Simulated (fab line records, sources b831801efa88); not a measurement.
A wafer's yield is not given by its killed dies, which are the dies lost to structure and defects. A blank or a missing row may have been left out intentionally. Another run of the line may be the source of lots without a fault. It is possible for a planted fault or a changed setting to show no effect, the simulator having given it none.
The tool behind it: which one? -- flow sky130 -- 14 lots with 42 wafers sampled at 5 steps, on a route of 708 steps

WHAT THE GAUGES READ, wafer by wafer
SKY_LDD_LDN_TW_MEAS_13.
lot,measured,on,LDD_LDN_TW
L203,day 23 00:08,film-metro-03,1465 1472 1471
L204,day 23 09:59,film-metro-04,1480 1483 1489
L205,day 23 19:52,film-metro-03,1462 1470 1468
L208,day 24 08:26,film-metro-04,1480 1484 1493
L207,day 24 12:08,film-metro-03,1463 1470 1470
L209,day 25 06:38,film-metro-02,1483 1492 1480
L213,day 26 12:56,film-metro-04,1481 1484 1488
L216,day 27 13:20,film-metro-04,1348 1358 1356 1356 1364 1367
L217,day 27 23:35,film-metro-03,1353 1356 1346 1349 1356 1351
L218,day 28 05:41,film-metro-04,1488 1489 1489
L219,day 28 10:31,film-metro-02,1501 1485 1486
L221,day 29 06:29,film-metro-04,1483 1477 1476
L225,day 30 09:16,film-metro-02,1485 1475 1468
L226,day 30 14:29,film-metro-04,1486 1481 1472

SKY_VIA2_CD_MEAS_12: the cd target is 200 nm.
lot,measured,on,cd-nm (nm)
L203,day 36 06:46,cd-sem-01,199.4 197.7 198.6
L204,day 36 15:16,cd-sem-02,197.4 197.1 197.1
L205,day 37 01:14,cd-sem-01,203.2 201.8 200.4
L208,day 37 11:00,cd-sem-01,197.9 198.5 196.7
L207,day 37 14:16,cd-sem-02,201.5 199.2 202.3
L209,day 38 09:03,cd-sem-02,200.2 199.9 200.5
L213,day 39 08:59,cd-sem-02,199.6 199.8 198.5
L218,day 40 21:28,cd-sem-02,197.7 198.2 197.8
L219,day 40 23:23,cd-sem-02,200.4 198.5 202.1
L221,day 41 18:45,cd-sem-01,201.2 202.2 202.5
L225,day 42 18:59,cd-sem-01,198.6 199.6 200.0
L226,day 42 21:45,cd-sem-02,199.5 199.8 200.0

SKY_CAPM_RS_MEAS_03: measurement is done with a four-point probe.
lot,measured,on,CAPM_TIN_RS (ohm/sq)
L203,day 36 08:40,film-metro-03,6.99 6.96 6.97
L204,day 36 17:16,film-metro-03,6.98 6.97 7.03
L205,day 37 03:06,film-metro-03,6.92 6.93 6.94
L208,day 37 12:54,film-metro-01,6.97 7.00 6.96
L207,day 37 16:08,film-metro-01,6.81 6.85 6.82
L209,day 38 11:01,film-metro-04,6.91 6.95 6.83
L213,day 39 10:51,film-metro-04,6.98 7.03 6.95
L218,day 40 23:22,film-metro-03,6.98 6.96 6.98
L219,day 41 01:28,film-metro-03,6.89 6.85 6.87
L221,day 41 20:37,film-metro-04,6.80 6.83 6.84
L225,day 42 21:16,film-metro-04,6.71 6.79 6.85
L226,day 42 23:49,film-metro-01,6.86 6.86 6.83

WHICH TOOL RAN EACH LOT (tool, then ch and the chambers of the sampled wafers, then the start)
lot,SKY_LDD_LDN_IMPLANT_10,SKY_SD_P_STRIP_10
L203,"implanter-03 ch 0, day 22 23:46","plasma-asher-04 ch 0,1, day 25 14:14"
L204,"implanter-01 ch 0, day 23 09:37","plasma-asher-03 ch 0,1, day 25 23:49"
L205,"implanter-03 ch 0, day 23 19:28","plasma-asher-03 ch 0,1, day 26 09:36"
L208,"implanter-01 ch 0, day 24 08:03","plasma-asher-02 ch 0,1, day 26 21:11"
L207,"implanter-02 ch 0, day 24 11:46","plasma-asher-02 ch 0,1, day 27 00:52"
L209,"implanter-03 ch 0, day 25 06:16","plasma-asher-04 ch 0,1, day 27 20:48"
L213,"implanter-02 ch 0, day 26 12:32","plasma-asher-04 ch 0,1, day 29 00:42"
L216,"implanter-03, day 27 12:56",-
L217,"implanter-01, day 27 23:13",-
L218,"implanter-02 ch 0, day 28 05:18","plasma-asher-03 ch 1, day 30 15:30"
L219,"implanter-02 ch 0, day 28 10:07","plasma-asher-04 ch 0,1, day 30 19:31"
L221,"implanter-03 ch 0, day 29 06:06","plasma-asher-02 ch 0,1, day 31 16:07"
L225,"implanter-03 ch 0, day 30 08:52","plasma-asher-04 ch 0,1, day 32 18:35"
L226,"implanter-02 ch 0, day 30 14:07","plasma-asher-04 ch 0,1, day 32 23:02"
- SKY_LDD_LDN_IMPLANT_10
- SKY_SD_P_STRIP_10: strips in O2/N2.

WHAT THE TOOLS THEMSELVES READ (means of the sampled wafers that have a number; where no wafer has one, the mark that the record gives instead)
SKY_LDD_LDN_IMPLANT_10.
lot,tool,beam-energy-keV,beam-on-s (s)
L203,implanter-03,14.996,9.97
L204,implanter-01,14.996,9.86
L205,implanter-03,15.001,10.06
L208,implanter-01,15.005,9.99
L207,implanter-02,14.997,10.20
L209,implanter-03,14.998,10.12
L213,implanter-02,15.001,9.93
L216,implanter-03,-,-
L217,implanter-01,-,-
L218,implanter-02,15.002,9.95
L219,implanter-02,14.992,10.13
L221,implanter-03,15.003,9.97
L225,implanter-03,14.994,10.05
L226,implanter-02,14.998,9.98

SKY_SD_P_STRIP_10.
lot,tool,drypump-motor-current-A (A),oes-product-au (a.u.),strip-time-to-endpoint-s (s)
L203,plasma-asher-04,6.0,0.614,17.47
L204,plasma-asher-03,5.9,0.619,17.50
L205,plasma-asher-03,6.3,0.618,17.44
L208,plasma-asher-02,5.5,0.618,17.47
L207,plasma-asher-02,5.6,0.615,17.48
L209,plasma-asher-04,6.0,0.616,17.49
L213,plasma-asher-04,6.1,0.623,17.50
L218,plasma-asher-03,5.5,0.624,17.50
L219,plasma-asher-04,6.0,0.620,17.51
L221,plasma-asher-02,5.6,0.617,17.49
L225,plasma-asher-04,6.1,0.611,17.45
L226,plasma-asher-04,6.1,0.617,17.52

THE ANSWER, worked out from the rows above alone
Rule: the lots themselves supply what counts as usual. Put in order of their means at a reading, lots are off if they are a third of the lots or fewer, leave a main group of 4 or more, and stand apart from it by a gap of 3 or more times the standard deviation of the main group's means; of several such gaps the widest counts. A main group whose means are all the same, to the digits that the tables above print for the reading, isn't used. Also off: a lot with no number at a reading for which 4 or more lots have one. All remaining lots with rows at the step are treated as sound. First the gauges in route order, then the tools' own readings, where a lot's mean is used as printed above. The first step at which some lot is off is used, and at that step the reading that is off furthest; a lot without a number counts as furthest.
Off: at SKY_LDD_LDN_TW_MEAS_13 (LDD_LDN_TW), L216, L217. Main group: mean 1480, sd 7.9.
A tool fits if, at a process step before that reading, it ran every lot that is off, and no sound lot after the first of them. Not tried: the gauges at SKY_LDD_LDN_TW_MEAS_13; whatever is off there is also off at SKY_LDD_LDN_IMPLANT_10, on other tools, and gauge error can't account for it. None of those tried fits.

WHAT THE SIMULATOR HAD PUT IN
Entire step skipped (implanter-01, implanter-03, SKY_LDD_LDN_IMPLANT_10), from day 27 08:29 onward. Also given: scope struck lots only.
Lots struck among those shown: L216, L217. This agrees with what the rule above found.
